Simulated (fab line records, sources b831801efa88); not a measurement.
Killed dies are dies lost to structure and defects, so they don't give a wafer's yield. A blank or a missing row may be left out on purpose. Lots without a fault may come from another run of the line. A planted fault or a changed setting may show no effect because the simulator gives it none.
A struck lot beside a sound one | flow sky130 | 17 steps out of a route of 708
Sound: wafers L408.1, L408.2, L408.4. Struck: wafers L418.1, L418.4, L418.5. The cause comes at the end.
At each step with rows: each side's tool, then ch and its chambers, then its first start. Under that, the readings that differ: sound wafers | struck wafers | difference of the means | sigmas: that difference in standard deviations of wafers without a fault.
alike: readings whose means differ by less than 2 such deviations, and words and numbers that are the same on both sides. not compared: withheld readings, readings that some wafer has no value for, bounds like >300 that may hide the same value, and numbers for which the record gives no deviation and whose values overlap.
The two part at a step that has a row with sigmas, a row that says differs or no value, or rows on one side only. Numbers that don't overlap but have no deviation are shown without sigmas and don't part them. A reading that every wafer of one side lacks parts them only if that side has two wafers or more.

first, 1 step without rows for these wafers: SKY_VT_ADJUST_LVTN_IMPLANT_19.
SKY_VT_ADJUST_LVTN_STRIP_20: strips in O2/N2.
  sound on plasma_asher-01 ch 0,1, day 10 13:01; struck on plasma_asher-03 ch 0,1, day 12 18:59
  alike: drypump_motor_current_A, oes_product_au, strip_time_to_endpoint_s
  not compared: rf_hours_counter_h
SKY_VT_ADJUST_LVTN_TW_MEAS_21:
  sound on film_metro-04, day 10 13:07; struck on film_metro-03, day 12 19:05
  alike: VT_ADJUST_LVTN_2_TW
then, 7 steps without rows for these wafers: SKY_VT_ADJUST_NCORE_DEHYDRATE_00 (time 60 s); SKY_VT_ADJUST_NCORE_HMDS_01 (prime time 60 s); SKY_VT_ADJUST_NCORE_COAT_02 (resist thk 1140 nm); SKY_VT_ADJUST_NCORE_SOFTBAKE_03 (time 60 s); SKY_VT_ADJUST_NCORE_EXPOSE_04 (exposes mask LVTN COMPLEMENT THIN, target cd 380 nm); SKY_VT_ADJUST_NCORE_PEB_05; SKY_VT_ADJUST_NCORE_DEVELOP_06 (develop time 58.31 s).
SKY_VT_ADJUST_NCORE_CD_MEAS_07: target cd 380 nm.
  sound on cd_sem-01, day 11 12:25; struck on cd_sem-02, day 13 19:34
  reading    | sound       | struck      | difference | sigmas
  cd_nm (nm) | 382 383 385 | 375 377 374 | -8         | -2
SKY_VT_ADJUST_NCORE_OVL_MEAS_08:
  sound on overlay-01, day 11 12:32; struck on overlay-02, day 13 19:43
  alike: VT_ADJUST_NCORE_OVL
SKY_VT_ADJUST_NCORE_IMPLANT_09:
  sound on implanter-02 ch 0, day 11 12:34; struck on implanter-04 ch 0, day 13 19:45
  reading                   | sound              | struck               | difference | sigmas
  beam_energy_keV           | 10.000 9.998 9.999 | 12.155 12.151 12.151 | +2.153     | +99 or more
  model.implant.rp_nm (nm)  | 32.21 32.21 32.21  | 40.08 40.08 40.08    | +7.87      |
  model.implant.drp_nm (nm) | 17.11 17.11 17.11  | 19.67 19.67 19.67    | +2.56      |
SKY_VT_ADJUST_NCORE_STRIP_10: strips in O2/N2.
  sound on plasma_asher-03 ch 0,1, day 11 12:43; struck on plasma_asher-04 ch 1, day 13 19:54
  reading                     | sound       | struck      | difference | sigmas
  drypump_motor_current_A (A) | 6.5 6.1 6.1 | 5.3 5.3 5.3 | -0.9       | -2
  alike: oes_product_au, strip_time_to_endpoint_s
  not compared: rf_hours_counter_h
SKY_VT_ADJUST_NCORE_TW_MEAS_11:
  sound on film_metro-03, day 11 12:49; struck on film_metro-03, day 13 20:00
  reading            | sound             | struck            | difference | sigmas
  VT_ADJUST_NCORE_TW | 215.0 217.2 216.6 | 226.8 227.8 227.1 | +11.0      | +5
then, 1 step without rows for these wafers: SKY_VT_ADJUST_HVTR_DEHYDRATE_00 (time 60 s).
-- the record jumps here: 36 days lie between the struck wafers' starts before and after (it left off in module VT_ADJUST_HVTR and takes up again in module PAD_OPEN, whose first step shown is number 708 of the route) --
SKY_PAD_OPEN_PROBE_99:
  sound on prober-02, day 48 06:14; struck on prober-01, day 49 23:54
  reading                                    | sound                         | struck                       | difference | sigmas
  killed_at_contacts                         | 33 33 37                      | 24 20 22                     | -12        | -2
  model.etest.nfet_16v.r_on_ohm_um           | 1.384e+04 1.383e+04 1.373e+04 | 1.445e+04 1.43e+04 1.438e+04 | +5.767e+02 |
  model.etest.pfet_g5v0d10v5.off_log10_a_um  | -12.69 -12.92 -12.76          | -12.23 -11.94 -12.06         | +0.71      |
  model.etest.pfet_g5v0d10v5.vt_sat_v (V)    | -0.6409 -0.6749 -0.6618       | -0.6011 -0.5699 -0.6013      | +0.0684    |
  model.etest.pfet_16v.vt_v (V)              | -1.111 -1.108 -1.109          | -1.07 -1.049 -1.065          | +0.05      |
  model.etest.pfet_g5v0d10v5.vt_long_v (V)   | -0.938 -0.9358 -0.9348        | -0.9014 -0.8924 -0.9026      | +0.0374    |
  model.etest.nfet_g5v0d10v5.body_rise_v (V) | 0.6699 0.6664 0.6629          | 0.6907 0.6932 0.6961         | +0.0269    |
  model.etest.nfet_16v.body_rise_v (V)       | 0.6669 0.6636 0.6563          | 0.6866 0.6897 0.6903         | +0.0266    |
  alike: killed_at_M0_to_M3, killed_at_M4_up, killed_at_front_end, killed_at_other, killed_dies, killed_open, killed_short
  not compared: model.etest.res_pwell_under_gate.rs_ohm_sq

WHERE THEY PART
First at SKY_VT_ADJUST_NCORE_CD_MEAS_07; last, within this record, at SKY_PAD_OPEN_PROBE_99.

WHY: what the simulator had put in
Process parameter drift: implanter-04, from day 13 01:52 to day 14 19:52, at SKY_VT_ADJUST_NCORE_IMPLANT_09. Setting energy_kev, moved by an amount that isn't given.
